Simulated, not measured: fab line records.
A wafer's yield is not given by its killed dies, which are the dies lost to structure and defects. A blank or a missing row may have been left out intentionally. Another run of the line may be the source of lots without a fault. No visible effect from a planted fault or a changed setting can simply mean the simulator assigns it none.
Which of the tools did it? || flow sky130 || Sampling: 10 lots, 30 wafers, 6 of 708 route steps

WHAT EACH GAUGE READ, for each wafer
SKY_POLY_GATE_THK_MEAS_01. Usual: POLY_GATE_CVD_00_THK typically reads 179.6 nm, with standard deviation 1.6.
{"lot": "L259", "measured": "day 13 19:00", "on": "filmMetro-04", "POLY_GATE_CVD_00_THK (nm)": "179.3 180.0 178.7", "flag": ""}
{"lot": "L260", "measured": "day 14 08:22", "on": "filmMetro-03", "POLY_GATE_CVD_00_THK (nm)": "184.0 182.1 182.6", "flag": ""}
{"lot": "L261", "measured": "day 14 15:11", "on": "filmMetro-04", "POLY_GATE_CVD_00_THK (nm)": "179.2 176.1 178.9", "flag": ""}
{"lot": "L262", "measured": "day 14 19:44", "on": "filmMetro-04", "POLY_GATE_CVD_00_THK (nm)": "181.3 182.6 180.7", "flag": ""}
{"lot": "L263", "measured": "day 15 11:20", "on": "filmMetro-04", "POLY_GATE_CVD_00_THK (nm)": "179.7 178.9 180.7", "flag": ""}
{"lot": "L264", "measured": "day 16 00:02", "on": "filmMetro-01", "POLY_GATE_CVD_00_THK (nm)": "180.2 181.6 179.6", "flag": ""}
{"lot": "L267", "measured": "day 16 20:37", "on": "filmMetro-03", "POLY_GATE_CVD_00_THK (nm)": "176.3 177.3 178.3", "flag": ""}
{"lot": "L268", "measured": "day 17 05:59", "on": "filmMetro-03", "POLY_GATE_CVD_00_THK (nm)": "179.3 181.0 180.9", "flag": ""}
{"lot": "L273", "measured": "day 19 01:38", "on": "filmMetro-03", "POLY_GATE_CVD_00_THK (nm)": "161.2 160.7 161.6", "flag": "OFF"}
{"lot": "L282", "measured": "day 22 06:02", "on": "filmMetro-03", "POLY_GATE_CVD_00_THK (nm)": "179.3 180.0 179.6", "flag": ""}

SKY_LDD_LDN_OVL_MEAS_07. Usual: LDD_LDN_OVL typically reads 0.7 nm, with standard deviation 1.3.
{"lot": "L259", "measured": "day 22 12:43", "on": "overlay-02", "LDD_LDN_OVL (nm)": "0.5 0.0 1.1", "flag": ""}
{"lot": "L260", "measured": "day 23 02:06", "on": "overlay-02", "LDD_LDN_OVL (nm)": "-1.9 -0.9 -1.4", "flag": ""}
{"lot": "L261", "measured": "day 23 14:06", "on": "overlay-02", "LDD_LDN_OVL (nm)": "1.4 1.8 1.5", "flag": ""}
{"lot": "L262", "measured": "day 23 19:01", "on": "overlay-02", "LDD_LDN_OVL (nm)": "0.1 1.8 0.4", "flag": ""}
{"lot": "L263", "measured": "day 24 09:19", "on": "overlay-01", "LDD_LDN_OVL (nm)": "0.6 0.2 1.1", "flag": ""}
{"lot": "L264", "measured": "day 24 23:48", "on": "overlay-01", "LDD_LDN_OVL (nm)": "-0.5 -0.1 0.5", "flag": ""}
{"lot": "L267", "measured": "day 25 20:28", "on": "overlay-01", "LDD_LDN_OVL (nm)": "2.4 1.9 4.0", "flag": ""}
{"lot": "L268", "measured": "day 26 06:24", "on": "overlay-01", "LDD_LDN_OVL (nm)": "0.6 1.7 1.9", "flag": ""}
{"lot": "L273", "measured": "day 27 23:55", "on": "overlay-02", "LDD_LDN_OVL (nm)": "-0.1 -0.5 0.4", "flag": ""}
{"lot": "L282", "measured": "day 30 21:18", "on": "overlay-02", "LDD_LDN_OVL (nm)": "-1.7 -0.8 -0.9", "flag": ""}

TOOL THAT RAN EACH LOT (tool first, then ch and the chambers of the sampled wafers, then the start)
{"lot": "L259", "SKY_VT_ADJUST_HVTR_STRIP_10": "plasmaAsher-02 ch 0,1, day 9 09:07", "SKY_POLY_GATE_CVD_00": "lpcvd-01 ch 1, day 13 17:47", "SKY_POLY_GATE_ETCH_15": "rieDiel-04 ch 0,1,2, day 16 02:01", "SKY_POLY_GATE_ETCH_17": "rieSi-02 ch 0,1, day 16 02:11"}
{"lot": "L260", "SKY_VT_ADJUST_HVTR_STRIP_10": "plasmaAsher-02 ch 0,1, day 9 20:49", "SKY_POLY_GATE_CVD_00": "lpcvd-01 ch 0, day 14 07:10", "SKY_POLY_GATE_ETCH_15": "rieDiel-03 ch 1,2,3, day 16 16:01", "SKY_POLY_GATE_ETCH_17": "rieSi-02 ch 0,2,3, day 16 16:11"}
{"lot": "L261", "SKY_VT_ADJUST_HVTR_STRIP_10": "plasmaAsher-03 ch 0,1, day 9 22:01", "SKY_POLY_GATE_CVD_00": "lpcvd-01 ch 1, day 14 13:59", "SKY_POLY_GATE_ETCH_15": "rieDiel-04 ch 0,1,3, day 17 01:01", "SKY_POLY_GATE_ETCH_17": "rieSi-01 ch 0,1, day 17 01:12"}
{"lot": "L262", "SKY_VT_ADJUST_HVTR_STRIP_10": "plasmaAsher-04 ch 0,1, day 10 05:31", "SKY_POLY_GATE_CVD_00": "lpcvd-01 ch 1, day 14 18:32", "SKY_POLY_GATE_ETCH_15": "rieDiel-04 ch 1,2,3, day 17 07:16", "SKY_POLY_GATE_ETCH_17": "rieSi-01 ch 1,2,3, day 17 07:26"}
{"lot": "L263", "SKY_VT_ADJUST_HVTR_STRIP_10": "plasmaAsher-04 ch 0,1, day 10 17:23", "SKY_POLY_GATE_CVD_00": "lpcvd-01 ch 1, day 15 10:07", "SKY_POLY_GATE_ETCH_15": "rieDiel-04 ch 0,3, day 17 22:01", "SKY_POLY_GATE_ETCH_17": "rieSi-01 ch 1,2, day 17 22:12"}
{"lot": "L264", "SKY_VT_ADJUST_HVTR_STRIP_10": "plasmaAsher-02 ch 0,1, day 11 05:28", "SKY_POLY_GATE_CVD_00": "lpcvd-01 ch 0, day 15 22:50", "SKY_POLY_GATE_ETCH_15": "rieDiel-01 ch 0,1,2, day 18 12:31", "SKY_POLY_GATE_ETCH_17": "rieSi-01 ch 0,1,3, day 18 12:42"}
{"lot": "L267", "SKY_VT_ADJUST_HVTR_STRIP_10": "plasmaAsher-04 ch 0,1, day 11 23:58", "SKY_POLY_GATE_CVD_00": "lpcvd-01 ch 0, day 16 19:25", "SKY_POLY_GATE_ETCH_15": "rieDiel-01 ch 2,3, day 19 10:37", "SKY_POLY_GATE_ETCH_17": "rieSi-02 ch 0,1,3, day 19 10:48"}
{"lot": "L268", "SKY_VT_ADJUST_HVTR_STRIP_10": "plasmaAsher-04 ch 0,1, day 12 04:49", "SKY_POLY_GATE_CVD_00": "lpcvd-01 ch 0, day 17 04:46", "SKY_POLY_GATE_ETCH_15": "rieDiel-04 ch 1,2,3, day 19 20:52", "SKY_POLY_GATE_ETCH_17": "rieSi-02 ch 1,2, day 19 21:02"}
{"lot": "L273", "SKY_VT_ADJUST_HVTR_STRIP_10": "plasmaAsher-03 ch 0,1, day 13 17:46", "SKY_POLY_GATE_CVD_00": "lpcvd-01 ch 0, day 18 22:56", "SKY_POLY_GATE_ETCH_15": "rieDiel-01 ch 0,2,3, day 21 17:31", "SKY_POLY_GATE_ETCH_17": "rieSi-02 ch 0,2, day 21 17:41"}
{"lot": "L282", "SKY_VT_ADJUST_HVTR_STRIP_10": "plasmaAsher-03 ch 0,1, day 16 19:16", "SKY_POLY_GATE_CVD_00": "lpcvd-01 ch 0, day 22 04:50", "SKY_POLY_GATE_ETCH_15": "rieDiel-01 ch 1,2, day 24 18:40", "SKY_POLY_GATE_ETCH_17": "rieSi-01 ch 0,1, day 24 18:50"}
- SKY_VT_ADJUST_HVTR_STRIP_10: strips in O2/N2.
- SKY_POLY_GATE_CVD_00: deposits poly-Si, target thk 180 nm, time 720 s.
- SKY_POLY_GATE_ETCH_15: etches BARC in N2/H2, stops on SiO2, time 118.5 s, target depth 110 nm.
- SKY_POLY_GATE_ETCH_17: etches poly-Si in HBr/Cl2, stops on SiO2, target depth 180 nm, time 70.5 s.

WHAT THE TOOLS THEMSELVES READ (means of the sampled wafers that have a number; where no wafer has one, the mark that the record gives instead)
SKY_VT_ADJUST_HVTR_STRIP_10. Usual: drypumpMotorCurrentA 6.2 A, standard deviation 0.32; oesProductAu 0.716 a.u., standard deviation 0.0045; stripTimeToEndpointS 14.17 s, standard deviation 0.044.
{"lot": "L259", "tool": "plasmaAsher-02", "drypumpMotorCurrentA (A)": 6.2, "oesProductAu (a.u.)": 0.712, "stripTimeToEndpointS (s)": 14.12, "flag": ""}
{"lot": "L260", "tool": "plasmaAsher-02", "drypumpMotorCurrentA (A)": 6.1, "oesProductAu (a.u.)": 0.719, "stripTimeToEndpointS (s)": 14.15, "flag": ""}
{"lot": "L261", "tool": "plasmaAsher-03", "drypumpMotorCurrentA (A)": 6.0, "oesProductAu (a.u.)": 0.721, "stripTimeToEndpointS (s)": 14.10, "flag": ""}
{"lot": "L262", "tool": "plasmaAsher-04", "drypumpMotorCurrentA (A)": 6.5, "oesProductAu (a.u.)": 0.713, "stripTimeToEndpointS (s)": 14.21, "flag": ""}
{"lot": "L263", "tool": "plasmaAsher-04", "drypumpMotorCurrentA (A)": 6.1, "oesProductAu (a.u.)": 0.715, "stripTimeToEndpointS (s)": 14.16, "flag": ""}
{"lot": "L264", "tool": "plasmaAsher-02", "drypumpMotorCurrentA (A)": 6.2, "oesProductAu (a.u.)": 0.717, "stripTimeToEndpointS (s)": 14.22, "flag": ""}
{"lot": "L267", "tool": "plasmaAsher-04", "drypumpMotorCurrentA (A)": 6.1, "oesProductAu (a.u.)": 0.712, "stripTimeToEndpointS (s)": 14.12, "flag": ""}
{"lot": "L268", "tool": "plasmaAsher-04", "drypumpMotorCurrentA (A)": 6.1, "oesProductAu (a.u.)": 0.715, "stripTimeToEndpointS (s)": 14.21, "flag": ""}
{"lot": "L273", "tool": "plasmaAsher-03", "drypumpMotorCurrentA (A)": 6.0, "oesProductAu (a.u.)": 0.714, "stripTimeToEndpointS (s)": 14.18, "flag": ""}
{"lot": "L282", "tool": "plasmaAsher-03", "drypumpMotorCurrentA (A)": 6.0, "oesProductAu (a.u.)": 0.717, "stripTimeToEndpointS (s)": 14.17, "flag": ""}

SKY_POLY_GATE_CVD_00. Usual: spikeTcCentreC 620.9 C, standard deviation 1.1; spikeTcLowerC 620.1 C, standard deviation 1; spikeTcTopC 635.7 C, standard deviation 1.2; spikeTcUpperC 620.7 C, standard deviation 1.1; susceptorTempC 620.0 C, standard deviation 0.32; zonePowerCentrePct 9.33 %, standard deviation 0.16; zonePowerLowerPct 9.22 %, standard deviation 0.094.
{"lot": "L259", "tool": "lpcvd-01", "spikeTcCentreC (C)": 621.4, "spikeTcLowerC (C)": 619.6, "spikeTcTopC (C)": 636.5, "spikeTcUpperC (C)": 621.0, "susceptorTempC (C)": 619.9, "zonePowerCentrePct (%)": 9.43, "zonePowerLowerPct (%)": 9.25, "flag": ""}
{"lot": "L260", "tool": "lpcvd-01", "spikeTcCentreC (C)": 620.9, "spikeTcLowerC (C)": 620.3, "spikeTcTopC (C)": 634.9, "spikeTcUpperC (C)": 620.5, "susceptorTempC (C)": 620.2, "zonePowerCentrePct (%)": 9.22, "zonePowerLowerPct (%)": 9.18, "flag": ""}
{"lot": "L261", "tool": "lpcvd-01", "spikeTcCentreC (C)": 620.9, "spikeTcLowerC (C)": 619.9, "spikeTcTopC (C)": 636.2, "spikeTcUpperC (C)": 620.9, "susceptorTempC (C)": 620.0, "zonePowerCentrePct (%)": 9.47, "zonePowerLowerPct (%)": 9.27, "flag": ""}
{"lot": "L262", "tool": "lpcvd-01", "spikeTcCentreC (C)": 620.8, "spikeTcLowerC (C)": 619.3, "spikeTcTopC (C)": 637.2, "spikeTcUpperC (C)": 622.2, "susceptorTempC (C)": 620.4, "zonePowerCentrePct (%)": 9.45, "zonePowerLowerPct (%)": 9.24, "flag": ""}
{"lot": "L263", "tool": "lpcvd-01", "spikeTcCentreC (C)": 620.9, "spikeTcLowerC (C)": 619.3, "spikeTcTopC (C)": 636.8, "spikeTcUpperC (C)": 621.2, "susceptorTempC (C)": 620.1, "zonePowerCentrePct (%)": 9.48, "zonePowerLowerPct (%)": 9.28, "flag": ""}
{"lot": "L264", "tool": "lpcvd-01", "spikeTcCentreC (C)": 620.0, "spikeTcLowerC (C)": 620.0, "spikeTcTopC (C)": 634.8, "spikeTcUpperC (C)": 619.4, "susceptorTempC (C)": 620.1, "zonePowerCentrePct (%)": 9.15, "zonePowerLowerPct (%)": 9.17, "flag": ""}
{"lot": "L267", "tool": "lpcvd-01", "spikeTcCentreC (C)": 620.6, "spikeTcLowerC (C)": 620.6, "spikeTcTopC (C)": 635.7, "spikeTcUpperC (C)": 620.6, "susceptorTempC (C)": 620.7, "zonePowerCentrePct (%)": 9.10, "zonePowerLowerPct (%)": 9.20, "flag": ""}
{"lot": "L268", "tool": "lpcvd-01", "spikeTcCentreC (C)": 621.5, "spikeTcLowerC (C)": 619.5, "spikeTcTopC (C)": 636.3, "spikeTcUpperC (C)": 620.2, "susceptorTempC (C)": 619.8, "zonePowerCentrePct (%)": 9.20, "zonePowerLowerPct (%)": 9.13, "flag": ""}
{"lot": "L273", "tool": "lpcvd-01", "spikeTcCentreC (C)": 617.1, "spikeTcLowerC (C)": 615.6, "spikeTcTopC (C)": 631.1, "spikeTcUpperC (C)": 615.9, "susceptorTempC (C)": 616.1, "zonePowerCentrePct (%)": 9.20, "zonePowerLowerPct (%)": 9.06, "flag": "OFF"}
{"lot": "L282", "tool": "lpcvd-01", "spikeTcCentreC (C)": 620.8, "spikeTcLowerC (C)": 619.5, "spikeTcTopC (C)": 635.0, "spikeTcUpperC (C)": 620.3, "susceptorTempC (C)": 620.2, "zonePowerCentrePct (%)": 9.13, "zonePowerLowerPct (%)": 9.21, "flag": ""}

SKY_POLY_GATE_ETCH_15. Usual: drypumpMotorCurrentA 5.6 A, standard deviation 0.54; oesProductAu 0.716 a.u., standard deviation 0.0047; throttleValvePct 13.214 %, standard deviation 0.0091.
{"lot": "L259", "tool": "rieDiel-04", "drypumpMotorCurrentA (A)": 5.7, "oesProductAu (a.u.)": 0.718, "throttleValvePct (%)": 13.213, "flag": ""}
{"lot": "L260", "tool": "rieDiel-03", "drypumpMotorCurrentA (A)": 5.5, "oesProductAu (a.u.)": 0.719, "throttleValvePct (%)": 13.209, "flag": ""}
{"lot": "L261", "tool": "rieDiel-04", "drypumpMotorCurrentA (A)": 5.7, "oesProductAu (a.u.)": 0.718, "throttleValvePct (%)": 13.206, "flag": ""}
{"lot": "L262", "tool": "rieDiel-04", "drypumpMotorCurrentA (A)": 5.5, "oesProductAu (a.u.)": 0.714, "throttleValvePct (%)": 13.216, "flag": ""}
{"lot": "L263", "tool": "rieDiel-04", "drypumpMotorCurrentA (A)": 6.0, "oesProductAu (a.u.)": 0.720, "throttleValvePct (%)": 13.212, "flag": ""}
{"lot": "L264", "tool": "rieDiel-01", "drypumpMotorCurrentA (A)": 5.9, "oesProductAu (a.u.)": 0.718, "throttleValvePct (%)": 13.213, "flag": ""}
{"lot": "L267", "tool": "rieDiel-01", "drypumpMotorCurrentA (A)": 5.3, "oesProductAu (a.u.)": 0.716, "throttleValvePct (%)": 13.214, "flag": ""}
{"lot": "L268", "tool": "rieDiel-04", "drypumpMotorCurrentA (A)": 5.5, "oesProductAu (a.u.)": 0.715, "throttleValvePct (%)": 13.207, "flag": ""}
{"lot": "L273", "tool": "rieDiel-01", "drypumpMotorCurrentA (A)": 5.4, "oesProductAu (a.u.)": 0.713, "throttleValvePct (%)": 13.214, "flag": ""}
{"lot": "L282", "tool": "rieDiel-01", "drypumpMotorCurrentA (A)": 5.6, "oesProductAu (a.u.)": 0.720, "throttleValvePct (%)": 13.225, "flag": ""}

SKY_POLY_GATE_ETCH_17. Usual: drypumpMotorCurrentA 6.2 A, standard deviation 0.48; heBacksideLeakSccm 2.56 sccm, standard deviation 0.25; oesProductAu 0.985 a.u., standard deviation 0.0059; throttleValvePct 33.683 %, standard deviation 0.0093.
{"lot": "L259", "tool": "rieSi-02", "drypumpMotorCurrentA (A)": 5.7, "heBacksideLeakSccm (sccm)": 2.53, "oesProductAu (a.u.)": 0.982, "throttleValvePct (%)": 33.687, "flag": ""}
{"lot": "L260", "tool": "rieSi-02", "drypumpMotorCurrentA (A)": 6.5, "heBacksideLeakSccm (sccm)": 2.59, "oesProductAu (a.u.)": 0.993, "throttleValvePct (%)": 33.681, "flag": ""}
{"lot": "L261", "tool": "rieSi-01", "drypumpMotorCurrentA (A)": 6.4, "heBacksideLeakSccm (sccm)": 2.57, "oesProductAu (a.u.)": 0.982, "throttleValvePct (%)": 33.683, "flag": ""}
{"lot": "L262", "tool": "rieSi-01", "drypumpMotorCurrentA (A)": 6.3, "heBacksideLeakSccm (sccm)": 2.44, "oesProductAu (a.u.)": 0.984, "throttleValvePct (%)": 33.678, "flag": ""}
{"lot": "L263", "tool": "rieSi-01", "drypumpMotorCurrentA (A)": 6.2, "heBacksideLeakSccm (sccm)": 2.59, "oesProductAu (a.u.)": 0.983, "throttleValvePct (%)": 33.691, "flag": ""}
{"lot": "L264", "tool": "rieSi-01", "drypumpMotorCurrentA (A)": 6.4, "heBacksideLeakSccm (sccm)": 2.42, "oesProductAu (a.u.)": 0.987, "throttleValvePct (%)": 33.677, "flag": ""}
{"lot": "L267", "tool": "rieSi-02", "drypumpMotorCurrentA (A)": 6.0, "heBacksideLeakSccm (sccm)": 2.48, "oesProductAu (a.u.)": 0.978, "throttleValvePct (%)": 33.684, "flag": ""}
{"lot": "L268", "tool": "rieSi-02", "drypumpMotorCurrentA (A)": 5.7, "heBacksideLeakSccm (sccm)": 2.66, "oesProductAu (a.u.)": 0.991, "throttleValvePct (%)": 33.680, "flag": ""}
{"lot": "L273", "tool": "rieSi-02", "drypumpMotorCurrentA (A)": 6.6, "heBacksideLeakSccm (sccm)": 2.64, "oesProductAu (a.u.)": 0.915, "throttleValvePct (%)": 33.683, "flag": "OFF"}
{"lot": "L282", "tool": "rieSi-01", "drypumpMotorCurrentA (A)": 6.4, "heBacksideLeakSccm (sccm)": 2.53, "oesProductAu (a.u.)": 0.980, "throttleValvePct (%)": 33.672, "flag": ""}

THE ANSWER, worked out from the rows above alone
Rule: a lot is off if the mean of its wafers that have a number lies more than 3 standard deviations from the usual mean. Also off: a lot with no number at a reading for which 4 or more lots have one. Where the step has rows for the other lots, those lots are counted as sound. After the gauges, taken in route order, come the tools' own readings; for these a lot's mean is taken, as printed above. The first step at which some lot is off is used, and at that step the reading that is off furthest; a lot without a number counts as furthest.
Off: L273, seen at SKY_POLY_GATE_THK_MEAS_01 (POLY_GATE_CVD_00_THK).
A tool fits if, at a process step before that reading, it ran every lot that is off, and no sound lot after the first of them. The gauges at SKY_POLY_GATE_THK_MEAS_01 aren't tried: what is off there is off at SKY_POLY_GATE_CVD_00 too, on other tools, and a gauge's error can't cause that. Not one of the candidates tried fits.

WHAT WAS PUT IN BY THE SIMULATOR
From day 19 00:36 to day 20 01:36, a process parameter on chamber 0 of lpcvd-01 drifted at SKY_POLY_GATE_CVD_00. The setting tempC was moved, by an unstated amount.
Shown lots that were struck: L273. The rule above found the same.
